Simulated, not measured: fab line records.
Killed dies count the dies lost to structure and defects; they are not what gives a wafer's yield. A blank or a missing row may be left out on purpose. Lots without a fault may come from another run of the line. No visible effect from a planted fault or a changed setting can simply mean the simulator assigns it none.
Shared-tool check + flow gf180mcu + Lots sampled 13, wafers sampled 39

WHAT PROMPTED THE OPENING
At GF_LVPWELL_TW_MEAS_11 the reading LVPWELL_TW is flagged on 2 of 13 lots. No-fault wafers: 562, standard deviation 5.9.
Rule: a lot gets a flag if all its wafers with a number sit over 4 standard deviations from that mean, or if no wafer of it has a number. The rest of the lots are taken to be sound.

| lot  | measured    | on           | LVPWELL_TW, wafer by wafer | flag    |
|------|-------------|--------------|----------------------------|---------|
| L512 | day 3 21:13 | filmMetro-02 | 553 552 554                |         |
| L513 | day 4 03:27 | filmMetro-02 | 557 558 553                |         |
| L516 | day 4 20:24 | filmMetro-04 | 566 565 561                |         |
| L517 | day 5 01:37 | filmMetro-02 | 554 553 551                |         |
| L518 | day 5 06:15 | filmMetro-02 | 552 552 553                |         |
| L521 | day 5 17:04 | filmMetro-04 | 683 685 681                | FLAGGED |
| L523 | day 6 06:01 | filmMetro-01 | 557 557 556                |         |
| L524 | day 6 13:02 | filmMetro-04 | 570 569 572                |         |
| L525 | day 6 15:34 | filmMetro-04 | 573 571 573                |         |
| L529 | day 7 18:37 | filmMetro-01 | 667 669 666                | FLAGGED |
| L530 | day 7 21:54 | filmMetro-02 | 562 556 557                |         |
| L533 | day 8 23:29 | filmMetro-01 | 558 558 558                |         |
| L535 | day 9 08:56 | filmMetro-02 | 562 562 562                |         |
Average over the flagged lots: 675; offset from the usual +113, equal to +19 standard deviations.

TOOL THAT RAN EACH LOT
The record holds 1 process step before the reading, out of a route of 602 steps. In each cell: the tool, then ch and the chambers that the sampled wafers went through, then the start.
| lot  | flag    | GF_LVPWELL_IMPLANT_08          |
|------|---------|--------------------------------|
| L512 |         | implanter-03 ch 0, day 3 20:50 |
| L513 |         | implanter-03 ch 0, day 4 03:04 |
| L516 |         | implanter-02 ch 0, day 4 20:00 |
| L517 |         | implanter-02 ch 0, day 5 01:13 |
| L518 |         | implanter-03 ch 0, day 5 05:51 |
| L521 | FLAGGED | implanter-01 ch 0, day 5 16:21 |
| L523 |         | implanter-02 ch 0, day 6 05:38 |
| L524 |         | implanter-03 ch 0, day 6 12:38 |
| L525 |         | implanter-01 ch 0, day 6 15:12 |
| L529 | FLAGGED | implanter-03 ch 0, day 7 17:55 |
| L530 |         | implanter-02 ch 0, day 7 21:31 |
| L533 |         | implanter-02 ch 0, day 8 23:05 |
| L535 |         | implanter-03 ch 0, day 9 08:32 |
What is done by these steps:
- GF_LVPWELL_IMPLANT_08
- GF_LVPWELL_TW_MEAS_11

FLAGGED OVER TOTAL, TOOL BY TOOL (the gauges that took the reading come last)
| step                  | tool         | lots run | flagged | share of the flagged lots | sound lots run after its first flagged lot |
|-----------------------|--------------|----------|---------|---------------------------|--------------------------------------------|
| GF_LVPWELL_IMPLANT_08 | implanter-01 | 2        | 1       | some                      | 1 (L525)                                   |
| GF_LVPWELL_IMPLANT_08 | implanter-02 | 5        | 0       | none                      | -                                          |
| GF_LVPWELL_IMPLANT_08 | implanter-03 | 6        | 1       | some                      | 1 (L535)                                   |
| GF_LVPWELL_TW_MEAS_11 | filmMetro-01 | 3        | 1       | some                      | 1 (L533)                                   |
| GF_LVPWELL_TW_MEAS_11 | filmMetro-02 | 6        | 0       | none                      | -                                          |
| GF_LVPWELL_TW_MEAS_11 | filmMetro-04 | 4        | 1       | some                      | 2 (L524,L525)                              |

THE TABLE: WHAT IT ALLOWS
No row of the table ran every flagged lot.

WHAT HAD BEEN PUT IN BY THE SIMULATOR
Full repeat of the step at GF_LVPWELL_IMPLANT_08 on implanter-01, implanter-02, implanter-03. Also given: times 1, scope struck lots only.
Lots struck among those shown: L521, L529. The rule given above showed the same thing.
